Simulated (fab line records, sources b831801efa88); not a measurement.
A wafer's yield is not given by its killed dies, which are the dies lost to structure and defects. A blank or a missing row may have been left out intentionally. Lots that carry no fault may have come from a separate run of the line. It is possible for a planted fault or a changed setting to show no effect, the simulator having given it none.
Chamber matching -- flow gf180mcu -- rie-diel-02 running GF_V1_ETCH_17: 4 sister chambers
The step etches SiO2 in C4F8/O2/Ar, stops on TiN, target depth 630 nm. 8 wafers are shown with their chamber, then 8 later ones without.

## WAFERS PAIRED WITH THEIR CHAMBERS
wafer,chamber,oes-product-au (a.u.)
L641.3,2,0.851
L644.5,0,0.858
L647.1,2,0.857
L647.6,1,0.856
L648.3,1,0.865
L648.5,0,0.861
L648.6,3,0.851
L654.1,3,0.847

## WAFERS WITHOUT THEIR CHAMBER
wafer,oes-product-au (a.u.)
L654.2,0.851
L654.5,0.853
L661.1,0.863
L661.4,0.849
L661.6,0.857
L663.2,0.861
L663.4,0.854
L663.5,0.856

## CHAMBER TAKEN BY EACH
wafer,from the rows above,in truth
L654.2,can't be placed: 3 or 2 or 0 or 1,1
L654.5,can't be placed: 2 or 3 or 0 or 1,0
L661.1,can't be placed: 1 or 0 or 2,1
L661.4,can't be placed: 3 or 2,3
L661.6,can't be placed: 0 or 2 or 1 or 3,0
L663.2,can't be placed: 1 or 0 or 2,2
L663.4,can't be placed: 2 or 3 or 0 or 1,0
L663.5,can't be placed: 2 or 0 or 1 or 3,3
Placed correctly: 0 of 8. From these rows, 8 cannot be placed; in 8 the true chamber is one of the candidates. Number placed wrongly: 0.
How it was worked out, from the rows above alone: a wafer's distance from a chamber is the root of the sum, over the readings, of the square of ((its reading less the chamber's mean) divided by the reading's scatter). If the next closest chamber is less than 2 further off than the closest, the wafer can't be placed; otherwise it belongs to the closest. The mean given for a chamber averages the wafers shown for that chamber. The scatter is the square root of a quotient: the sum, over the shown wafers, of each reading's squared deviation from its chamber's mean, divided by wafers minus chambers.
